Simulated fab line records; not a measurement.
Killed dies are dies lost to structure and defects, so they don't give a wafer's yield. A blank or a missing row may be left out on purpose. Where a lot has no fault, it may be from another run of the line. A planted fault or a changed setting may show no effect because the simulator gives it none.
Struck lot and sound lot, side by side ; flow sky130 ; 16 out of 708 route steps
Sound: these wafers, L410.1, L410.3, L410.6. Wafers L405.1, L405.4, L405.5 were the ones struck. At the end, the cause is stated.
Each step with rows lists, per side, the tool, then ch with its chambers, then its first start. Under that, the readings that differ: sound wafers ; struck wafers ; difference of the means ; sigmas: that difference in standard deviations of wafers without a fault.
alike: a reading whose means differ by less than 2 such deviations, as well as words and numbers matching on both sides. not compared: withheld readings; readings where some wafer has no value; bounds like >300 that might hide an equal value; numbers whose values overlap and for which the record gives no deviation.
Wherever a step has rows on one side only, a row that says differs or no value, or a row with sigmas, the two part there. When numbers do not overlap yet have no deviation, they are printed without sigmas and do not part them. A reading that every wafer of one side lacks parts them only if that side has two wafers or more.

first, 3 steps without rows for these wafers: SKY_FIELD_ISO_EXPOSE_10 (exposes mask FOM, target cd 150 nm); SKY_FIELD_ISO_PEB_11; SKY_FIELD_ISO_DEVELOP_12 (develop time 60 s).
SKY_FIELD_ISO_CD_MEAS_13 targets a cd of 150 nm.
  struck on cd_sem-01, day 4 22:58; sound on cd_sem-02, day 6 02:24
reading;sound;struck;difference;sigmas
cd_nm (nm);150.4 150.1 149.0;145.8 147.2 146.6;-3.3;-2
SKY_FIELD_ISO_ETCH_14: etches BARC in N2/H2, stops on SiO2, time 45.9 s, target depth 60 nm.
  sound on rie_diel-04 ch 0,1,3, day 6 02:31; struck on rie_diel-04 ch 1,2,3, day 4 23:05
  alike: drypump_motor_current_A, oes_product_au, throttle_valve_pct
  not compared: rf_hours_counter_h
SKY_FIELD_ISO_ETCH_15: etches the open film in CHF3/O2, stops on Si, target depth 180 nm, time 72 s.
  sound on rie_diel-04 ch 0,1,3, day 6 02:34; struck on rie_diel-04 ch 1,2,3, day 4 23:08
  alike: drypump_motor_current_A, oes_product_au, throttle_valve_pct
  not compared: rf_hours_counter_h
SKY_FIELD_ISO_STRIP_16: strips in O2/N2.
  sound on plasma_asher-03 ch 1, day 6 02:37; struck on plasma_asher-04 ch 0,1, day 4 23:11
  alike: drypump_motor_current_A, oes_product_au, strip_time_to_endpoint_s
  not compared: rf_hours_counter_h
SKY_FIELD_ISO_ETCH_17: etches Si in HBr/Cl2/O2, target depth 342 nm, time 97.7 s.
  sound on rie_si-01 ch 2,3, day 6 02:43; struck on rie_si-02 ch 0,2, day 4 23:17
  alike: drypump_motor_current_A, oes_product_au, throttle_valve_pct
  not compared: rf_hours_counter_h
then, 4 steps without rows for these wafers: SKY_FIELD_ISO_WET_ETCH_18 (etches Si3N4 in H3PO4, target depth 25 nm, time 286 s); SKY_FIELD_ISO_CLEAN_19 (cleans in SC1/SC2, time 150 s); SKY_FIELD_ISO_CLEAN_20 (cleans in dHF, time 20 s); SKY_FIELD_ISO_WET_ETCH_21 (etches SiO2 in dHF, target depth 20 nm, time 400 s).
SKY_FIELD_ISO_OXIDATION_22: stabilise 600 s, purge 300 s, target thk 10 nm.
  sound on furnace-02 ch 0, day 6 03:55; struck on furnace-01 ch 0, day 5 00:25
reading;sound;struck;difference;sigmas
spike_tc_top_C (C);963 964 965;956 958 957;-7;-2
zone_power_lower_pct (%);19.3 19.2 19.5;21.0 21.0 21.0;+1.7;+2
model.SiO2_of_FIELD_ISO_OXIDATION_22.thk_nm (nm);10.31 10.33 10.26;3.946 4.092 4.209;-6.218;
  alike: ox_temp_c_max, spike_tc_bottom_C, spike_tc_lower_C, tube_center_temp_C_max
SKY_FIELD_ISO_THK_MEAS_23:
  struck on film_metro-04, day 5 01:35; sound on film_metro-02, day 6 05:05
reading;sound;struck;difference;sigmas
FIELD_ISO_OXIDATION_01_THK (nm);10.36 10.33 10.30;3.91 4.09 4.18;-6.27;-33
then, 1 step without rows for these wafers: SKY_FIELD_ISO_CVD_24 (deposits SiO2, target thk 595 nm, time 99.2 s).
-- the record jumps here: 44 days lie between the struck wafers' starts before and after (it left off in module FIELD_ISO and takes up again in module PAD_OPEN, whose first step shown is number 708 of the route) --
SKY_PAD_OPEN_PROBE_99:
  struck on prober-02, day 48 22:26; sound on prober-01, day 50 11:16
reading;sound;struck;difference;sigmas
model.etest.diode_ndiff_fingers.leak_log10_a_cm2;-7.186 -6.803;-6.176 -6.313 -6.211;+0.761;
model.etest.diode_pdiff_fingers.leak_log10_a_cm2;-6.504 -6.841;-6.181 -5.854 -6.119;+0.621;
model.etest.sram_nfet_pass.off_log10_a_um;-12.53 -12.6;-12 -12.18 -12.17;+0;
model.etest.nfet_01v8.off_log10_a_um;-13.26 -13.28;-13.15 -13.16 -13.05;+0.15;

WHERE THEY PART
Last at SKY_FIELD_ISO_THK_MEAS_23 as far as this record goes, first at SKY_FIELD_ISO_CD_MEAS_13.

WHY: whatever the simulator had introduced
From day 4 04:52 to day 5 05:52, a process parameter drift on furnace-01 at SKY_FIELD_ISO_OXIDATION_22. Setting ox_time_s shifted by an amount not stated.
